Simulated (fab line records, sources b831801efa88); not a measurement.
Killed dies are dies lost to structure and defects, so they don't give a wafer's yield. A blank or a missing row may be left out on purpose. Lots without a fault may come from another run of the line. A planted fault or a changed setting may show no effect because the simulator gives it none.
A struck lot beside a sound one | flow sky130 | 16 steps out of a route of 708
Sound: wafers L608.3, L608.4, L608.6. Struck: wafers L610.3, L610.5, L610.6. The cause comes at the end.
At each step with rows: each side's tool, then ch and its chambers, then its first start. Under that, the readings that differ: sound wafers | struck wafers | difference of the means | sigmas: that difference in standard deviations of wafers without a fault.
alike: readings whose means differ by less than 2 such deviations, and words and numbers that are the same on both sides. not compared: withheld readings, readings that some wafer has no value for, bounds like >300 that may hide the same value, and numbers for which the record gives no deviation and whose values overlap.
The two part at a step that has a row with sigmas, a row that says differs or no value, or rows on one side only. Numbers that don't overlap but have no deviation are shown without sigmas and don't part them. A reading that every wafer of one side lacks parts them only if that side has two wafers or more.

first, 5 steps without rows for these wafers: SKY_SONOS_TUNNEL_COAT_02 (resist thk 1140 nm); SKY_SONOS_TUNNEL_SOFTBAKE_03 (time 60 s); SKY_SONOS_TUNNEL_EXPOSE_04 (exposes mask TUNM, target cd 410 nm); SKY_SONOS_TUNNEL_PEB_05; SKY_SONOS_TUNNEL_DEVELOP_06 (develop time 60 s).
SKY_SONOS_TUNNEL_CD_MEAS_07: target cd 410 nm.
  sound on cd_sem-01, day 13 07:41; struck on cd_sem-02, day 13 14:59
  alike: cd_nm
SKY_SONOS_TUNNEL_OVL_MEAS_08:
  sound on overlay-01, day 13 07:47; struck on overlay-01, day 13 15:05
  alike: SONOS_TUNNEL_OVL
then, 3 steps without rows for these wafers: SKY_SONOS_TUNNEL_IMPLANT_09; SKY_SONOS_TUNNEL_WET_ETCH_10 (etches SiO2 in dHF, target depth 14 nm, time 280 s); SKY_SONOS_TUNNEL_STRIP_11 (strips in SPM, time 600 s).
SKY_SONOS_TUNNEL_TW_MEAS_12:
  sound on film_metro-04, day 13 08:14; struck on film_metro-04, day 13 15:34
  alike: SONOS_TUNNEL_TW
then, 1 step without rows for these wafers: SKY_SONOS_TUNNEL_CLEAN_13 (cleans in dHF, time 20 s).
SKY_SONOS_ONO_OXIDATION_00: stabilise 600 s, purge 300 s, target thk 2.6 nm.
  sound on furnace-02 ch 0, day 13 08:18; struck on furnace-01 ch 0, day 13 15:37
  reading                                          | sound             | struck            | difference | sigmas
  model.SiO2_of_SONOS_ONO_OXIDATION_00.thk_nm (nm) | 2.564 2.473 2.523 | 2.814 2.819 2.797 | +0.290     |
  alike: ox_temp_c, spike_tc_bottom_C
SKY_SONOS_ONO_THK_MEAS_01:
  sound on film_metro-03, day 13 09:40; struck on film_metro-01, day 13 17:04
  reading                      | sound          | struck         | difference | sigmas
  SONOS_ONO_OXIDATION_THK (nm) | 2.52 2.52 2.51 | 2.80 2.85 2.83 | +0.31      | +6
then, 1 step without rows for these wafers: SKY_SONOS_ONO_CVD_02 (deposits Si3N4 from DCS/NH3, target thk 10.5 nm, time 180 s).
-- the record jumps here: 35 days lie between the struck wafers' starts before and after (it left off in module SONOS_ONO and takes up again in module PAD_OPEN, whose first step shown is number 708 of the route) --
SKY_PAD_OPEN_PROBE_99:
  sound on prober-01, day 47 00:30; struck on prober-01, day 49 03:43
  reading                               | sound                   | struck                  | difference | sigmas
  model.etest.cap_ono.gate_log10_a_cm2  | -8.136 -7.89 -8.117     | -8.311 -8.45 -8.383     | -0.334     |
  model.etest.cap_ono.tox_acc_nm (nm)   | 13.03 12.82 12.94       | 13.19 13.35 13.26       | +0.34      |
  model.etest.sonos_erased.vt_v (V)     | -2.262 -2.355 -2.259    | -2.111 -2.007 -2.068    | +0.230     |
  model.etest.sonos_baked.vt_less_v (V) | -0.4465 -0.5279 -0.5064 | -0.4284 -0.3386 -0.3781 | +0.1119    |
  alike: killed_at_M0_to_M3, killed_at_M4_up, killed_at_contacts, killed_at_front_end, killed_at_other, killed_dies, killed_open, killed_short

WHERE THEY PART
Only at SKY_SONOS_ONO_THK_MEAS_01, within this record. Later steps at which nothing parts them and some readings are alike: SKY_PAD_OPEN_PROBE_99.

WHY: what the simulator had put in
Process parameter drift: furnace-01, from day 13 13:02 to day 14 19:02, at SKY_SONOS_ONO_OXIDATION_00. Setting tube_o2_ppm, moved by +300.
